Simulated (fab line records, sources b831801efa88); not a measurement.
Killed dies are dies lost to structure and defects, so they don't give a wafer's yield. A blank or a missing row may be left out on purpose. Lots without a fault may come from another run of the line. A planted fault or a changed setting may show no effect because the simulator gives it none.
A struck lot beside a sound one | flow sky130 | 16 steps out of a route of 708
Sound: wafers L331.4, L331.5, L331.6. Struck: wafers L319.1, L319.3, L319.5. The cause comes at the end.
At each step with rows: each side's tool, then ch and its chambers, then its first start. Under that, the readings that differ: sound wafers | struck wafers | difference of the means | sigmas: that difference in standard deviations of wafers without a fault.
alike: readings whose means differ by less than 2 such deviations, and words and numbers that are the same on both sides. not compared: withheld readings, readings that some wafer has no value for, bounds like >300 that may hide the same value, and numbers for which the record gives no deviation and whose values overlap.
The two part at a step that has a row with sigmas, a row that says differs or no value, or rows on one side only. Numbers that don't overlap but have no deviation are shown without sigmas and don't part them. A reading that every wafer of one side lacks parts them only if that side has two wafers or more.

first, 5 steps without rows for these wafers: SKY_SONOS_TUNNEL_COAT_02 (resist thk 1140 nm); SKY_SONOS_TUNNEL_SOFTBAKE_03 (time 60 s); SKY_SONOS_TUNNEL_EXPOSE_04 (exposes mask TUNM, target cd 410 nm); SKY_SONOS_TUNNEL_PEB_05; SKY_SONOS_TUNNEL_DEVELOP_06 (develop time 60 s).
SKY_SONOS_TUNNEL_CD_MEAS_07: target cd 410 nm.
  sound on cd_sem-01, day 17 17:55; struck on cd_sem-02, day 13 21:10
  alike: cd_nm
SKY_SONOS_TUNNEL_OVL_MEAS_08:
  sound on overlay-01, day 17 18:00; struck on overlay-01, day 13 21:17
  alike: SONOS_TUNNEL_OVL
then, 3 steps without rows for these wafers: SKY_SONOS_TUNNEL_IMPLANT_09; SKY_SONOS_TUNNEL_WET_ETCH_10 (etches SiO2 in dHF, target depth 14 nm, time 280 s); SKY_SONOS_TUNNEL_STRIP_11 (strips in SPM, time 600 s).
SKY_SONOS_TUNNEL_TW_MEAS_12:
  sound on film_metro-03, day 17 18:28; struck on film_metro-03, day 13 21:44
  alike: SONOS_TUNNEL_TW
then, 1 step without rows for these wafers: SKY_SONOS_TUNNEL_CLEAN_13 (cleans in dHF, time 20 s).
SKY_SONOS_ONO_OXIDATION_00: stabilise 600 s, purge 300 s, target thk 2.6 nm.
  sound on furnace-01 ch 0, day 17 18:30; struck on furnace-01 ch 0, day 13 22:35
  reading                                          | sound                | struck               | difference | sigmas
  spike_tc_centre_C (C)                            | 800.8 800.3 798.7    | 805.7 805.3 805.8    | +5.7       | +5
  spike_tc_lower_C (C)                             | 801.9 800.5 801.6    | 806.6 804.8 805.6    | +4.3       | +4
  spike_tc_top_C (C)                               | 810.7 810.2 810.6    | 815.5 817.8 816.6    | +6.1       | +6
  spike_tc_upper_C (C)                             | 799.5 799.5 800.2    | 805.7 805.2 804.0    | +5.2       | +4
  tube_center_temp_C (C)                           | 799.94 799.85 799.99 | 805.75 805.59 805.74 | +5.77      | +74
  tube_center_temp_C_max                           | 802.2 802.3 801.5    | 808.5 808.0 807.6    | +6.0       | +17
  model.SiO2_of_SONOS_ONO_OXIDATION_00.thk_nm (nm) | 2.585 2.619 2.587    | 2.913 2.903 2.904    | +0.310     |
  alike: zone_power_centre_pct, zone_power_top_pct, zone_power_upper_pct
SKY_SONOS_ONO_THK_MEAS_01:
  sound on film_metro-01, day 17 19:53; struck on film_metro-03, day 13 23:58
  reading                      | sound          | struck         | difference | sigmas
  SONOS_ONO_OXIDATION_THK (nm) | 2.61 2.64 2.55 | 2.87 2.91 2.94 | +0.31      | +6
then, 1 step without rows for these wafers: SKY_SONOS_ONO_CVD_02 (deposits Si3N4 from DCS/NH3, target thk 10.5 nm, time 180 s).
-- the record jumps here: 34 days lie between the struck wafers' starts before and after (it left off in module SONOS_ONO and takes up again in module PAD_OPEN, whose first step shown is number 708 of the route) --
SKY_PAD_OPEN_PROBE_99:
  sound on prober-02, day 50 05:13; struck on prober-02, day 47 21:41
  reading                               | sound                   | struck                  | difference | sigmas
  model.etest.sonos_erased.vt_v (V)     | -2.301 -2.327 -2.316    | -2.038 -2.082 -2.084    | +0.247     |
  model.etest.sonos_baked.vt_less_v (V) | -0.4859 -0.4982 -0.5202 | -0.3921 -0.3915 -0.4565 | +0.0881    |
  alike: killed_at_M0_to_M3, killed_at_M4_up, killed_at_contacts, killed_at_front_end, killed_at_other, killed_dies, killed_open, killed_short

WHERE THEY PART
First at SKY_SONOS_ONO_OXIDATION_00; last, within this record, at SKY_SONOS_ONO_THK_MEAS_01. Later steps at which nothing parts them and some readings are alike: SKY_PAD_OPEN_PROBE_99.

WHY: what the simulator had put in
Process parameter drift: furnace-01, from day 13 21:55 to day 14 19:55, at SKY_SONOS_ONO_OXIDATION_00. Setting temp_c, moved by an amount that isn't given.
